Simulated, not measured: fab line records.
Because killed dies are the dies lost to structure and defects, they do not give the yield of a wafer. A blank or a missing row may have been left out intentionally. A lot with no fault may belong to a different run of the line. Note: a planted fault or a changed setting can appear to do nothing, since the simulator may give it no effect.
2 desks looking at one fault -- flow sky130 -- what lay behind the numbers comes last; until then each desk has only its own

## METROLOGY DESK
What the gauges read for every lot (on any tool): the sampled wafers with a number, averaged. Marked OUT: a lot whose mean sits more than 4 standard deviations from the usual mean, which makes it out of limits; the brackets give that distance.
Columns: A = FIELD_ISO_OXIDATION_01_THK at SKY_FIELD_ISO_THK_MEAS_23, usual 10.06 nm; B = VT_ADJUST_LVTN_TW at SKY_VT_ADJUST_LVTN_TW_MEAS_10, usual 243.3; C = LI_CONTACT_BOW at SKY_LI_CONTACT_BOW_MEAS_03, usual 57 um
lot,first seen here,A,B,C
L952,day 2 06:50,10.21,242.6,59
L956,day 3 02:52,10.16,239.5,61
L958,day 3 13:50,9.95,243.7,53
L960,day 4 02:22,10.12,242.1,55
L961,day 4 08:47,9.99,240.5,61
L962,day 4 11:28,9.88,243.8,49
L963,day 4 19:10,9.96,245.0,55
L964,day 5 00:20,10.31,245.3,54
L965,day 5 03:53,9.93,245.1,54
L966,day 5 10:37,9.80,245.2,60
L967,day 5 15:55,9.87,243.4,58
L973,day 6 21:46,10.27,244.4,54
L974,day 7 06:06,10.26,244.6,61
L975,day 7 11:33,10.20,242.6,61
This desk's verdict: no lot among the 14 shows anything out of limits.

## AT THE TOOL OWNER'S DESK: litho track-01
The tool's own readings at SKY_POLY_GATE_DEVELOP_12 (develop time 60 s): means of the sampled wafers that have a number, for each lot that ran on this tool. Marked OUT: a lot whose mean sits more than 4 standard deviations from the usual mean, which makes it out of limits; the brackets give that distance.
Columns: A = developer temp C at SKY_POLY_GATE_DEVELOP_12, usual 20.99 C
lot,first seen here,A
L960,day 19 22:00,21.02
L962,day 20 04:00,20.97
L964,day 20 23:00,21.08
L963,day 21 01:00,20.98
L966,day 21 22:00,21.65 (+5.5) OUT
L967,day 22 04:00,21.80 (+6.8) OUT
L973,day 24 10:00,20.90
L974,day 25 03:00,20.97
This desk's verdict: out of limits on L966, L967, starting with L966 at day 21 22:00 (developer temp C at SKY_POLY_GATE_DEVELOP_12). L960, L962, L964, L963, L973, L974: within limits.

## BROUGHT TOGETHER
At day 21 22:00, on L966, L967, the tool owner's desk was in a position to raise an alarm.
At the metrology desk, nothing out of limits was observed.
The metrology desk holds a record of L966, L967, inside its limits.
Of the lots named, all ran SKY_POLY_GATE_DEVELOP_12 on litho track-01.

## WHAT HAD BEEN PUT IN BY THE SIMULATOR
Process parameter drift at SKY_POLY_GATE_DEVELOP_12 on litho track-01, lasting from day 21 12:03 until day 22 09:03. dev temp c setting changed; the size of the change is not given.
Lots struck among those shown: L966, L967.
Delay in hours, fault start to first out-of-limits reading, by desk: the tool owner's desk at 10.
